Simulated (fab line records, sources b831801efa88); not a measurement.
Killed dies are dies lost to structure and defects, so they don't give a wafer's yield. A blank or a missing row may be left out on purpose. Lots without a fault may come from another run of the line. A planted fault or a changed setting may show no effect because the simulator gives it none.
Chamber matching | flow sky130 | SKY_VIA4_HDPCVD_00 on hdpcvd-01: 3 sister chambers
The step deposits SiO2, target thk 1750 nm, time 291.7 s. 5 wafers are shown with their chamber, then 6 later ones without.

WAFERS WITH THEIR CHAMBER
wafer  | chamber | susceptor_temp_C (C)
L943.4 | 2       | 400.09
L944.5 | 0       | 399.88
L956.1 | 0       | 400.12
L956.2 | 1       | 400.66
L956.4 | 1       | 400.41

WAFERS WITHOUT THEIR CHAMBER
wafer  | susceptor_temp_C (C)
L958.2 | 400.32
L958.5 | 400.34
L958.6 | 400.05
L957.3 | 399.79
L957.5 | 400.07
L957.6 | 400.20

WHICH CHAMBER EACH WENT THROUGH
wafer  | from the rows above          | in truth
L958.2 | can't be placed: 1 or 2 or 0 | 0
L958.5 | can't be placed: 1 or 2 or 0 | 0
L958.6 | can't be placed: 2 or 0      | 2
L957.3 | can't be placed: 0 or 2      | 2
L957.5 | can't be placed: 2 or 0      | 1
L957.6 | can't be placed: 2 or 0 or 1 | 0
Placed correctly: 0 of 6. Can't be placed from these rows: 6 (the true chamber is among the candidates in 5). Placed wrongly: 0.
How it was worked out, from the rows above alone: a wafer's distance from a chamber is the root of the sum, over the readings, of the square of ((its reading less the chamber's mean) divided by the reading's scatter). The wafer belongs to the nearest chamber; if the next one is less than 2 further off, it can't be placed. A chamber's mean is the mean of its shown wafers. The scatter: the root of (the sum of the squares of (reading less its chamber's mean) over the shown wafers, divided by (wafers less chambers)).
